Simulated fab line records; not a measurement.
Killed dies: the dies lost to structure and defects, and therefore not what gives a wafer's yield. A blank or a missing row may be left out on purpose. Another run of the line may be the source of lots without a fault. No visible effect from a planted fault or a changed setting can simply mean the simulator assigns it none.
fab line records | flow sfqLine | part 2 of 2: steps 28 to 39 of 39
record lots=5 wafers=15 lastDay=88
route steps=325 shown M6@253 I6@266 M7@281
lots that met no fault: taken from a fault-free run of the same line
startH: the number of hours between the record's first day and the start of the first shown wafer of the lot | waitH: hours elapsed since this lot's preceding step | " unchanged from the row above | L1.1+2: one row covering several wafers at once | - either no value or no given start | * or withheld: withheld | < > ~ a bound
route shown NAME@n: names a module that has steps shown in the file, with the first one's number in the route | usual: average and standard deviation across the fault-free wafers | same: alike in all rows | chamber/n: place in a boat | sites: per-site readings | _std_site: how widely they spread, as a standard deviation | _edge_site: the outer-site mean with the inner-site mean subtracted | radiusMm: for every site, how far away it sits from the centre of the wafer | mask NAME#n: copy n | behind: the last tool/chamber to shape the wafer | hold: why the lot went on hold/how many hours it stayed there/how the hold came to an end | device: the transistor (n, p or np) that didn't switch | end of line: tests of these same wafers at the route's end | a step given without rows: its recipe and nothing more | killed: the dies lost at the first sort to structure and to defects; this is not the yield of the wafer | map: dies across one wafer; x = killed, . = not, _ = none there
set.NAME: the setting as run; set.NAME@STEP: as run at that earlier step | model.NAME: the simulator's own value behind a step, which no gauge read
lots at some steps of the route; a table a step, a row a wafer
services: the hour from which a tool's chamber was out of use, counted from the record's first day as startH (under 0 if before that day), plus the number of hours and why
## steps
# step SFQ_TRILAYER_M7_DEP_PRE_CLEAN_176
# recipe gas=Ar timeS=22.5 biasV=250
# columns lot.wafer tool chamber startH waitH
L086.2+4+5 pvdSputter-03 - 1928.46 0.0
L090.1+4+5 pvdSputter-05 - 1952.58 0.0
L091.2+3+6 pvdSputter-06 - 1988.71 0.0
L092.2+4+5 pvdSputter-03 - 1993.51 0.0
L093.1+3+4 pvdSputter-05 - 1999.51 0.0
# step SFQ_TRILAYER_M7_DEP_SPUTTER_175
# recipe material=Nb basePressurePa=1.33e-06 chamberPressurePa=0.1333 substrateTempC=20 targetThkNm=200 powerW=2000 timeS=133.3
# usual throttleValvePct=29.9/1.1
# columns lot.wafer tool chamber startH waitH throttleValvePct
L086.2 pvdSputter-03 - 1928.49 0.0 30.7
L086.4 " - " " 28.7
L086.5 " - " " 30.8
L090.1 pvdSputter-05 - 1952.61 0.0 30.9
L090.4 " - " " 31.1
L090.5 " - " " 31.3
L091.2 pvdSputter-06 - 1988.74 0.0 31.0
L091.3 " - " " 28.9
L091.6 " - " " 29.0
L092.2 pvdSputter-03 - 1993.54 0.0 31.7
L092.4 " - " " 29.0
L092.5 " - " " 29.7
L093.1 pvdSputter-05 - 1999.54 0.0 31.0
L093.3 " - " " 30.0
L093.4 " - " " 28.0
# step SFQ_M7_RS_MEAS_943
# recipe thkMeasGauge=four-point-probe reads=Nb_of_TRILAYER_M7_DEP_SPUTTER_175
# usual M7_NB_RS=0.889/0.0079
# columns lot.wafer tool chamber startH waitH M7_NB_RS[ohm/sq]
L086.2 filmMetro-01 - 1928.60 0.1 0.888
L086.4 " - " " 0.889
L086.5 " - " " 0.891
L090.1 filmMetro-01 - 1952.70 0.0 0.898
L090.4 " - " " 0.896
L090.5 " - " " 0.904
L091.2 filmMetro-02 - 1988.85 0.1 0.878
L091.3 " - " " 0.883
L091.6 " - " " 0.888
L092.2 filmMetro-04 - 1993.65 0.1 0.876
L092.4 " - " " 0.883
L092.5 " - " " 0.879
L093.1 filmMetro-02 - 1999.63 0.0 0.906
L093.3 " - " " 0.881
L093.4 " - " " 0.892
# step SFQ_TRILAYER_M7_LITHO_COAT_182
# recipe resist=BARC spinRpm=3000 resistThkNm=62
# columns lot.wafer tool chamber startH waitH
L086.2+4+5 lithoTrack-02 0 1928.81 0.1
L090.1+4+5 lithoTrack-03 0 1952.88 0.1
L091.2+3+6 lithoTrack-02 0 1989.06 0.1
L092.2+4+5 lithoTrack-02 0 1993.86 0.1
L093.1+3+4 lithoTrack-02 0 1999.81 0.1
# step SFQ_TRILAYER_M7_LITHO_COAT_177
# recipe resist=KrF spinRpm=3000 resistThkNm=600
# columns lot.wafer tool chamber startH waitH
L086.2+4+5 lithoTrack-02 0 1929.11 0.2
L090.1+4+5 lithoTrack-03 0 1953.18 0.2
L091.2+3+6 lithoTrack-02 0 1989.36 0.2
L092.2+4+5 lithoTrack-02 0 1994.16 0.2
L093.1+3+4 lithoTrack-02 0 2000.11 0.2
# step SFQ_TRILAYER_M7_LITHO_SOFTBAKE_181
# recipe tempC=withheld timeS=withheld resist=KrF
# columns lot.wafer tool chamber startH waitH
L086.2+4+5 lithoTrack-02 0 1929.38 0.2
L090.1+4+5 lithoTrack-03 0 1953.48 0.2
L091.2+3+6 lithoTrack-02 0 1989.63 0.2
L092.2+4+5 lithoTrack-02 0 1994.43 0.2
L093.1+3+4 lithoTrack-02 0 2000.41 0.2
# step SFQ_TRILAYER_M7_LITHO_EXPOSE_178
# recipe maskId=M7 na=0.6 sourceShape=conventional sigmaOuter=0.65 targetCdNm=500 doseMj=14.4
# usual focusOffsetNm=0.1/0.53 reticleTempC=23.01/0.11
# columns lot.wafer tool chamber startH waitH mask focusOffsetNm reticleTempC
L086.2 krfScanner-01 0 2023.12 - M7#0 0.3 22.94
L086.4 " 0 " " M7#0 -0.1 22.90
L086.5 " 0 " " M7#0 0.6 22.95
L090.1 krfScanner-02 0 2043.55 - M7#0 0.1 23.04
L090.4 " 0 " " M7#0 1.3 23.02
L090.5 " 0 " " M7#0 0.2 23.04
L091.2 krfScanner-02 0 2079.45 - M7#0 -0.8 23.09
L091.3 " 0 " " M7#0 -0.6 23.10
L091.6 " 0 " " M7#0 0.2 23.24
L092.2 krfScanner-02 0 2083.05 - M7#0 -0.2 22.96
L092.4 " 0 " " M7#0 -0.6 22.98
L092.5 " 0 " " M7#0 -0.9 23.00
L093.1 krfScanner-02 0 2087.65 - M7#0 0.4 22.99
L093.3 " 0 " " M7#0 0.0 23.06
L093.4 " 0 " " M7#0 -0.1 23.21
# step SFQ_TRILAYER_M7_LITHO_PEB_180
# recipe pebTempC=115 pebTimeS=60 resist=KrF
# columns lot.wafer tool chamber startH waitH
L086.2+4+5 lithoTrack-04 0 2024.15 0.8
L090.1+4+5 lithoTrack-04 0 2044.75 1.0
L091.2+3+6 lithoTrack-02 0 2080.48 0.8
L092.2+4+5 lithoTrack-03 0 2084.08 0.8
L093.1+3+4 lithoTrack-02 0 2088.85 1.0
# step SFQ_TRILAYER_M7_LITHO_DEVELOP_179
# recipe timeS=60 resist=KrF
# columns lot.wafer tool chamber startH waitH
L086.2+4+5 lithoTrack-04 0 2024.30 0.1
L090.1+4+5 lithoTrack-04 0 2044.90 0.1
L091.2+3+6 lithoTrack-02 0 2080.63 0.1
L092.2+4+5 lithoTrack-03 0 2084.23 0.1
L093.1+3+4 lithoTrack-02 0 2089.00 0.1
# step SFQ_M7_OVL_MEAS_945
# usual M7_OVL=-2/4.3
# columns lot.wafer tool chamber startH waitH M7_OVL[nm]
L086.2 overlay-02 - 2024.43 0.1 3
L086.4 " - " " -3
L086.5 " - " " 3
L090.1 overlay-02 - 2045.05 0.1 -10
L090.4 " - " " -3
L090.5 " - " " -5
L091.2 overlay-01 - 2080.76 0.1 0
L091.3 " - " " -3
L091.6 " - " " 1
L092.2 overlay-02 - 2084.36 0.1 -5
L092.4 " - " " -2
L092.5 " - " " 3
L093.1 overlay-01 - 2089.15 0.1 5
L093.3 " - " " -2
L093.4 " - " " 4
# step SFQ_TRILAYER_M7_BARC_OPEN_METAL_ETCH_229
# recipe maskMaterial=PR chemistry=O2 targetDepthNm=125 target=BARC icpW=600 biasW=80 pressureMtorr=10 timeS=41.7
# usual drypumpMotorCurrentA=5.71/0.22 oesProductAu=0.686/0.0047
# columns lot.wafer tool chamber startH waitH drypumpMotorCurrentA oesProductAu rfHoursCounterH
L086.2 rieMetal-01 0 2024.46 0.0 5.51 0.679 9
L086.4 " 1 " " 5.45 0.685 -
L086.5 " 0 " " 5.51 0.691 -
L090.1 rieMetal-03 1 2045.08 0.0 5.74 0.686 90
L090.4 " 1 " " 5.71 0.685 -
L090.5 " 1 " " 5.72 0.679 -
L091.2 rieMetal-03 0 2080.79 0.0 5.90 0.681 0
L091.3 " 1 " " 5.76 0.684 -
L091.6 " 0 " " 5.90 0.686 -
L092.2 rieMetal-03 0 2084.39 0.0 5.93 0.688 1
L092.4 " 1 " " 5.74 0.684 -
L092.5 " 0 " " 5.90 0.689 -
L093.1 rieMetal-04 0 2089.19 0.0 5.75 0.681 114
L093.3 " 1 " " 6.15 0.694 -
L093.4 " 0 " " 5.78 0.680 -
# step SFQ_TRILAYER_M7_ETCH_METAL_ETCH_180
# recipe target=Nb stopOn=SiO2 maskMaterial=PR chemistry=Cl2/Ar targetDepthNm=240 icpW=600 biasW=80 pressureMtorr=10 timeS=120
# usual drypumpMotorCurrentA=5.71/0.22 oesProductAu=0.894/0.0064
# columns lot.wafer tool chamber startH waitH drypumpMotorCurrentA oesProductAu rfHoursCounterH
L086.2 rieMetal-01 0 2024.52 0.0 5.50 0.905 9
L086.4 " 1 " " 5.46 0.892 -
L086.5 " 0 " " 5.53 0.895 -
L090.1 rieMetal-03 1 2045.20 0.1 5.72 0.884 90
L090.4 " 1 " " 5.76 0.892 -
L090.5 " 1 " " 5.76 0.888 -
L091.2 rieMetal-03 0 2080.85 0.0 5.90 0.898 0
L091.3 " 1 " " 5.75 0.891 -
L091.6 " 0 " " 5.88 0.897 -
L092.2 rieMetal-03 0 2084.45 0.0 5.97 0.901 1
L092.4 " 1 " " 5.76 0.898 -
L092.5 " 0 " " 5.91 0.903 -
L093.1 rieMetal-04 0 2089.25 0.0 5.77 0.886 114
L093.3 " 1 " " 6.15 0.898 -
L093.4 " 0 " " 5.78 0.892 -
## services
# columns tool chamber startH hours kind
krfScanner-02 - 1688.99 1.3 pm
rieDiel-03 - 1700.91 0.5 repair
rieMetal-03 - 1716.63 1.1 repair
rieDiel-03 0 1741.27 2.7 repair
krfScanner-02 - 1765.13 0.8 pm
krfScanner-02 - 1769.61 3.6 pm
krfScanner-02 - 1786.11 0.2 repair
krfScanner-02 - 1788.05 0.7 repair
rieDiel-03 - 1824.55 0.2 repair
rieMetal-02 1 1848.49 3.1 repair
krfScanner-02 - 1848.49 1.0 pm
krfScanner-02 - 1855.44 0.5 repair
krfScanner-02 - 1864.89 1.3 pm
rieDiel-03 3 1878.82 13.1 repair
rieDiel-03 1 1887.14 1.2 repair
rieMetal-03 - 1921.86 2.8 pm
krfScanner-02 - 1930.79 4.4 pm
rieMetal-02 0 1956.48 21.4 repair
rieMetal-02 1 1967.34 28.0 repair
rieMetal-03 0 1993.56 3.7 repair
krfScanner-02 - 2017.44 1.0 pm
rieDiel-03 1 2022.44 6.3 repair
krfScanner-02 - 2042.25 1.3 pm
krfScanner-02 - 2063.75 4.8 repair
